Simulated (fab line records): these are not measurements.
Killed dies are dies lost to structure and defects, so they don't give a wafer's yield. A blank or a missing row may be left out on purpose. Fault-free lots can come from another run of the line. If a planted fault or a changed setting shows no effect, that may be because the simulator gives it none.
Matching of chambers + flow gf180mcu + GF_PASSIVATION_CVD_02 on pecvd-02 has 3 sister chambers
The step deposits Si3N4, target thk 700 nm, time 486.18 s. 6 wafers are shown with their chamber, then 11 later ones without.

## EACH WAFER AND ITS CHAMBER
| wafer  | chamber | heater_power_w (W) |
|--------|---------|--------------------|
| L089.4 | 0       | 755                |
| L089.6 | 2       | 676                |
| L090.1 | 2       | 732                |
| L090.3 | 1       | 521                |
| L090.5 | 1       | 546                |
| L091.3 | 0       | 899                |

## WAFERS MISSING THEIR CHAMBER
| wafer  | heater_power_w (W) |
|--------|--------------------|
| L091.5 | 570                |
| L091.6 | 941                |
| L092.1 | 563                |
| L092.2 | 719                |
| L092.6 | 911                |
| L095.2 | 605                |
| L095.4 | 480                |
| L095.5 | 895                |
| L097.1 | 685                |
| L097.2 | 932                |
| L097.4 | 710                |

## EACH ONE'S CHAMBER
| wafer  | from the rows above     | in truth |
|--------|-------------------------|----------|
| L091.5 | can't be placed: 1 or 2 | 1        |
| L091.6 | can't be placed: 0 or 2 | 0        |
| L092.1 | can't be placed: 1 or 2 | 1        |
| L092.2 | can't be placed: 2 or 0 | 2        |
| L092.6 | can't be placed: 0 or 2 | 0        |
| L095.2 | can't be placed: 1 or 2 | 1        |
| L095.4 | 1                       | 1        |
| L095.5 | can't be placed: 0 or 2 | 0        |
| L097.1 | can't be placed: 2 or 0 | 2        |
| L097.2 | can't be placed: 0 or 2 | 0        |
| L097.4 | can't be placed: 2 or 0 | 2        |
Correct placement for 1 of the 11. Not placeable from these rows: 10 (in 10, the candidates include the true chamber). Wrongly placed: 0.
How it was worked out, from the rows above alone: a wafer's distance from a chamber is the root of the sum, over the readings, of the square of ((its reading less the chamber's mean) divided by the reading's scatter). If the next closest chamber is less than 2 further off than the closest, the wafer can't be placed; otherwise it belongs to the closest. A chamber's mean is the mean of its shown wafers. The scatter: take each reading less its chamber's mean, square it, sum over the shown wafers, divide by the number of wafers less the number of chambers, and take the root.
